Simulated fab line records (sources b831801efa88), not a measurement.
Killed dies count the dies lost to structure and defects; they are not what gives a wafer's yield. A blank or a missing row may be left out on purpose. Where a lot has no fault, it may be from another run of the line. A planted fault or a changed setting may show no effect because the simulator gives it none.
Which tool is to blame? || flow gf180mcu || 39 wafers from 13 lots sampled at 5 of the route's 602 steps

## WHAT EACH GAUGE READ, for each wafer
GF_HV_LDD_CD_MEAS_46 targets a cd of 400 nm. Usual: cdNm at 400.8 nm, with a standard deviation of 1.9.
{"lot": "L305", "measured": "day 12 16:40", "on": "cdSem-01", "cdNm (nm)": "398.5 397.3 395.8", "flag": ""}
{"lot": "L307", "measured": "day 13 08:18", "on": "cdSem-01", "cdNm (nm)": "401.6 401.6 402.1", "flag": ""}
{"lot": "L309", "measured": "day 13 23:01", "on": "cdSem-01", "cdNm (nm)": "400.0 400.0 401.9", "flag": ""}
{"lot": "L310", "measured": "day 14 10:56", "on": "cdSem-02", "cdNm (nm)": "400.5 401.7 403.8", "flag": ""}
{"lot": "L311", "measured": "day 14 15:16", "on": "cdSem-01", "cdNm (nm)": "399.7 399.8 398.8", "flag": ""}
{"lot": "L312", "measured": "day 15 01:48", "on": "cdSem-01", "cdNm (nm)": "402.2 399.8 400.7", "flag": ""}
{"lot": "L313", "measured": "day 15 08:13", "on": "cdSem-01", "cdNm (nm)": "400.1 401.0 403.3", "flag": ""}
{"lot": "L318", "measured": "day 17 13:07", "on": "cdSem-02", "cdNm (nm)": "401.9 401.6 400.4", "flag": ""}
{"lot": "L319", "measured": "day 17 18:21", "on": "cdSem-02", "cdNm (nm)": "400.9 399.6 397.6", "flag": ""}
{"lot": "L320", "measured": "day 17 22:54", "on": "cdSem-02", "cdNm (nm)": "398.5 398.7 399.4", "flag": ""}
{"lot": "L321", "measured": "day 18 03:13", "on": "cdSem-01", "cdNm (nm)": "401.7 401.1 399.7", "flag": ""}
{"lot": "L325", "measured": "day 19 10:31", "on": "cdSem-02", "cdNm (nm)": "403.1 403.9 403.0", "flag": ""}
{"lot": "L326", "measured": "day 19 14:15", "on": "cdSem-01", "cdNm (nm)": "401.4 398.6 395.6", "flag": ""}

GF_NSD_OVL_MEAS_08. Usual: NSD_OVL 1.2 nm, standard deviation 1.4.
{"lot": "L305", "measured": "day 13 16:23", "on": "overlay-02", "NSD_OVL (nm)": "0.5 1.6 -0.4", "flag": ""}
{"lot": "L307", "measured": "day 14 08:26", "on": "overlay-01", "NSD_OVL (nm)": "1.1 0.3 2.7", "flag": ""}
{"lot": "L309", "measured": "day 14 23:11", "on": "overlay-02", "NSD_OVL (nm)": "-0.6 1.0 0.3", "flag": ""}
{"lot": "L310", "measured": "day 15 12:30", "on": "overlay-01", "NSD_OVL (nm)": "3.3 4.4 2.6", "flag": ""}
{"lot": "L311", "measured": "day 15 17:05", "on": "overlay-01", "NSD_OVL (nm)": "-1.4 0.8 0.8", "flag": ""}
{"lot": "L312", "measured": "day 16 04:14", "on": "overlay-02", "NSD_OVL (nm)": "2.3 1.5 1.9", "flag": ""}
{"lot": "L313", "measured": "day 16 09:34", "on": "overlay-01", "NSD_OVL (nm)": "1.4 2.7 0.3", "flag": ""}
{"lot": "L318", "measured": "day 18 15:49", "on": "overlay-02", "NSD_OVL (nm)": "0.8 -0.8 0.3", "flag": ""}
{"lot": "L319", "measured": "day 18 20:56", "on": "overlay-01", "NSD_OVL (nm)": "1.0 2.1 0.4", "flag": ""}
{"lot": "L320", "measured": "day 19 01:35", "on": "overlay-01", "NSD_OVL (nm)": "2.1 0.3 1.1", "flag": ""}
{"lot": "L321", "measured": "day 19 06:20", "on": "overlay-02", "NSD_OVL (nm)": "1.8 -1.2 -1.0", "flag": ""}
{"lot": "L325", "measured": "day 20 13:39", "on": "overlay-01", "NSD_OVL (nm)": "0.5 1.8 1.2", "flag": ""}
{"lot": "L326", "measured": "day 20 17:07", "on": "overlay-01", "NSD_OVL (nm)": "0.7 1.3 1.5", "flag": ""}

GF_SALICIDE_RS_MEAS_04: measures by four-point-probe. Usual: SALICIDE_TIN_RS 16.27 ohm/sq, standard deviation 0.29.
{"lot": "L305", "measured": "day 15 12:28", "on": "filmMetro-03", "SALICIDE_TIN_RS (ohm/sq)": "16.74 16.89 16.67", "flag": ""}
{"lot": "L307", "measured": "day 16 05:15", "on": "filmMetro-04", "SALICIDE_TIN_RS (ohm/sq)": "16.48 16.45 16.34", "flag": ""}
{"lot": "L309", "measured": "day 16 20:56", "on": "filmMetro-03", "SALICIDE_TIN_RS (ohm/sq)": "15.80 15.90 15.65", "flag": ""}
{"lot": "L310", "measured": "day 17 10:53", "on": "filmMetro-03", "SALICIDE_TIN_RS (ohm/sq)": "8.33 8.28 8.30", "flag": "OFF"}
{"lot": "L311", "measured": "day 17 14:31", "on": "filmMetro-04", "SALICIDE_TIN_RS (ohm/sq)": "8.37 8.41 8.46", "flag": "OFF"}
{"lot": "L312", "measured": "day 18 02:31", "on": "filmMetro-04", "SALICIDE_TIN_RS (ohm/sq)": "15.79 15.84 15.92", "flag": ""}
{"lot": "L313", "measured": "day 18 08:29", "on": "filmMetro-04", "SALICIDE_TIN_RS (ohm/sq)": "8.37 8.38 8.38", "flag": "OFF"}
{"lot": "L318", "measured": "day 20 17:08", "on": "filmMetro-04", "SALICIDE_TIN_RS (ohm/sq)": "16.05 16.37 16.14", "flag": ""}
{"lot": "L319", "measured": "day 20 22:19", "on": "filmMetro-02", "SALICIDE_TIN_RS (ohm/sq)": "15.88 16.18 16.10", "flag": ""}
{"lot": "L320", "measured": "day 21 03:15", "on": "filmMetro-02", "SALICIDE_TIN_RS (ohm/sq)": "15.88 16.07 16.05", "flag": ""}
{"lot": "L321", "measured": "day 21 07:44", "on": "filmMetro-03", "SALICIDE_TIN_RS (ohm/sq)": "16.32 16.50 16.46", "flag": ""}
{"lot": "L325", "measured": "day 22 14:36", "on": "filmMetro-04", "SALICIDE_TIN_RS (ohm/sq)": "16.66 16.63 16.57", "flag": ""}
{"lot": "L326", "measured": "day 22 17:44", "on": "filmMetro-03", "SALICIDE_TIN_RS (ohm/sq)": "16.23 15.88 16.18", "flag": ""}

## TOOL THAT RAN EACH LOT (tool first, then ch and the chambers of the sampled wafers, then the start)
{"lot": "L305", "GF_SAB_ETCH_11": "rieDiel-02 ch 0,1,2, day 15 12:04", "GF_SALICIDE_SPUTTER_02": "pvdSputter-04, day 15 12:25"}
{"lot": "L307", "GF_SAB_ETCH_11": "rieDiel-04 ch 2,3, day 16 04:52", "GF_SALICIDE_SPUTTER_02": "pvdSputter-02, day 16 05:12"}
{"lot": "L309", "GF_SAB_ETCH_11": "rieDiel-04 ch 2,3, day 16 20:31", "GF_SALICIDE_SPUTTER_02": "pvdSputter-01, day 16 20:53"}
{"lot": "L310", "GF_SAB_ETCH_11": "rieDiel-02 ch 0,2,3, day 17 10:16", "GF_SALICIDE_SPUTTER_02": "pvdSputter-02, day 17 10:37"}
{"lot": "L311", "GF_SAB_ETCH_11": "rieDiel-04 ch 1,2,3, day 17 13:55", "GF_SALICIDE_SPUTTER_02": "pvdSputter-04, day 17 14:16"}
{"lot": "L312", "GF_SAB_ETCH_11": "rieDiel-02 ch 0,1, day 18 02:07", "GF_SALICIDE_SPUTTER_02": "pvdSputter-01, day 18 02:28"}
{"lot": "L313", "GF_SAB_ETCH_11": "rieDiel-02 ch 0,1,3, day 18 07:52", "GF_SALICIDE_SPUTTER_02": "pvdSputter-02, day 18 08:13"}
{"lot": "L318", "GF_SAB_ETCH_11": "rieDiel-02 ch 0,1,2, day 20 16:44", "GF_SALICIDE_SPUTTER_02": "pvdSputter-01, day 20 17:04"}
{"lot": "L319", "GF_SAB_ETCH_11": "rieDiel-02 ch 0,1,2, day 20 21:56", "GF_SALICIDE_SPUTTER_02": "pvdSputter-01, day 20 22:16"}
{"lot": "L320", "GF_SAB_ETCH_11": "rieDiel-04 ch 0,2,3, day 21 02:51", "GF_SALICIDE_SPUTTER_02": "pvdSputter-02, day 21 03:12"}
{"lot": "L321", "GF_SAB_ETCH_11": "rieDiel-02 ch 0,1,2, day 21 07:19", "GF_SALICIDE_SPUTTER_02": "pvdSputter-02, day 21 07:40"}
{"lot": "L325", "GF_SAB_ETCH_11": "rieDiel-02 ch 0,1,3, day 22 14:08", "GF_SALICIDE_SPUTTER_02": "pvdSputter-02, day 22 14:31"}
{"lot": "L326", "GF_SAB_ETCH_11": "rieDiel-04 ch 0,1,2, day 22 17:21", "GF_SALICIDE_SPUTTER_02": "pvdSputter-01, day 22 17:41"}
- GF_SAB_ETCH_11: etches SiO2 in C4F8/O2/Ar, target depth 55 nm, time 8.5 s.
- GF_SALICIDE_SPUTTER_02: material Co, target thk 10 nm, time 20 s.

## AS READ BY THE TOOLS THEMSELVES (means over the sampled wafers that have a number; for cases with no such wafer, the mark the record gives instead)
GF_SAB_ETCH_11. Usual: chamberPressureMTorr 40.00 mTorr, standard deviation 0.036; oesProductAu 0.997 a.u., standard deviation 0.0085.
{"lot": "L305", "tool": "rieDiel-02", "chamberPressureMTorr (mTorr)": 40.00, "oesProductAu (a.u.)": 0.995, "flag": ""}
{"lot": "L307", "tool": "rieDiel-04", "chamberPressureMTorr (mTorr)": 39.99, "oesProductAu (a.u.)": 1.002, "flag": ""}
{"lot": "L309", "tool": "rieDiel-04", "chamberPressureMTorr (mTorr)": 39.99, "oesProductAu (a.u.)": 0.997, "flag": ""}
{"lot": "L310", "tool": "rieDiel-02", "chamberPressureMTorr (mTorr)": 40.00, "oesProductAu (a.u.)": 0.994, "flag": ""}
{"lot": "L311", "tool": "rieDiel-04", "chamberPressureMTorr (mTorr)": 40.01, "oesProductAu (a.u.)": 0.992, "flag": ""}
{"lot": "L312", "tool": "rieDiel-02", "chamberPressureMTorr (mTorr)": 40.02, "oesProductAu (a.u.)": 0.999, "flag": ""}
{"lot": "L313", "tool": "rieDiel-02", "chamberPressureMTorr (mTorr)": 40.01, "oesProductAu (a.u.)": 0.985, "flag": ""}
{"lot": "L318", "tool": "rieDiel-02", "chamberPressureMTorr (mTorr)": 39.99, "oesProductAu (a.u.)": 0.999, "flag": ""}
{"lot": "L319", "tool": "rieDiel-02", "chamberPressureMTorr (mTorr)": 40.01, "oesProductAu (a.u.)": 1.000, "flag": ""}
{"lot": "L320", "tool": "rieDiel-04", "chamberPressureMTorr (mTorr)": 40.01, "oesProductAu (a.u.)": 0.996, "flag": ""}
{"lot": "L321", "tool": "rieDiel-02", "chamberPressureMTorr (mTorr)": 40.01, "oesProductAu (a.u.)": 1.003, "flag": ""}
{"lot": "L325", "tool": "rieDiel-02", "chamberPressureMTorr (mTorr)": 40.00, "oesProductAu (a.u.)": 0.998, "flag": ""}
{"lot": "L326", "tool": "rieDiel-04", "chamberPressureMTorr (mTorr)": 39.97, "oesProductAu (a.u.)": 0.997, "flag": ""}

GF_SALICIDE_SPUTTER_02. Usual: cathodeDcPowerW 999.98 W, standard deviation 0.19; throttleValvePct 30.5 %, standard deviation 1.
{"lot": "L305", "tool": "pvdSputter-04", "cathodeDcPowerW (W)": 999.98, "throttleValvePct (%)": 29.0, "flag": ""}
{"lot": "L307", "tool": "pvdSputter-02", "cathodeDcPowerW (W)": 1000.14, "throttleValvePct (%)": 30.9, "flag": ""}
{"lot": "L309", "tool": "pvdSputter-01", "cathodeDcPowerW (W)": 999.85, "throttleValvePct (%)": 31.2, "flag": ""}
{"lot": "L310", "tool": "pvdSputter-02", "cathodeDcPowerW (W)": 1000.09, "throttleValvePct (%)": 29.4, "flag": ""}
{"lot": "L311", "tool": "pvdSputter-04", "cathodeDcPowerW (W)": 999.95, "throttleValvePct (%)": 29.6, "flag": ""}
{"lot": "L312", "tool": "pvdSputter-01", "cathodeDcPowerW (W)": 1000.08, "throttleValvePct (%)": 31.0, "flag": ""}
{"lot": "L313", "tool": "pvdSputter-02", "cathodeDcPowerW (W)": 1000.07, "throttleValvePct (%)": 31.1, "flag": ""}
{"lot": "L318", "tool": "pvdSputter-01", "cathodeDcPowerW (W)": 1000.00, "throttleValvePct (%)": 31.2, "flag": ""}
{"lot": "L319", "tool": "pvdSputter-01", "cathodeDcPowerW (W)": 999.95, "throttleValvePct (%)": 31.1, "flag": ""}
{"lot": "L320", "tool": "pvdSputter-02", "cathodeDcPowerW (W)": 1000.10, "throttleValvePct (%)": 29.8, "flag": ""}
{"lot": "L321", "tool": "pvdSputter-02", "cathodeDcPowerW (W)": 1000.02, "throttleValvePct (%)": 30.8, "flag": ""}
{"lot": "L325", "tool": "pvdSputter-02", "cathodeDcPowerW (W)": 999.83, "throttleValvePct (%)": 30.2, "flag": ""}
{"lot": "L326", "tool": "pvdSputter-01", "cathodeDcPowerW (W)": 999.98, "throttleValvePct (%)": 30.9, "flag": ""}

## THE ANSWER, worked out from the rows above alone
Rule: a lot counts as off when the mean over its wafers that have a number is more than 3 standard deviations away from the usual mean. A lot without any number at a reading at which 4 lots or more have one is off too. All remaining lots with rows at the step are treated as sound. First the gauges in route order, then the tools' own readings, where a lot's mean is used as printed above. At the first step where some lot is off, the reading lying furthest off is the one used; lots without a number count as furthest.
Off: at GF_SALICIDE_RS_MEAS_04 (SALICIDE_TIN_RS), L310, L311, L313.
A tool fits if, at a process step before that reading, it ran every lot that is off, and no sound lot after the first of them. Gauges at GF_SALICIDE_RS_MEAS_04: tried the same way as those tools. No candidate that was tried fits.

## WHAT THE SIMULATOR HAD INSERTED
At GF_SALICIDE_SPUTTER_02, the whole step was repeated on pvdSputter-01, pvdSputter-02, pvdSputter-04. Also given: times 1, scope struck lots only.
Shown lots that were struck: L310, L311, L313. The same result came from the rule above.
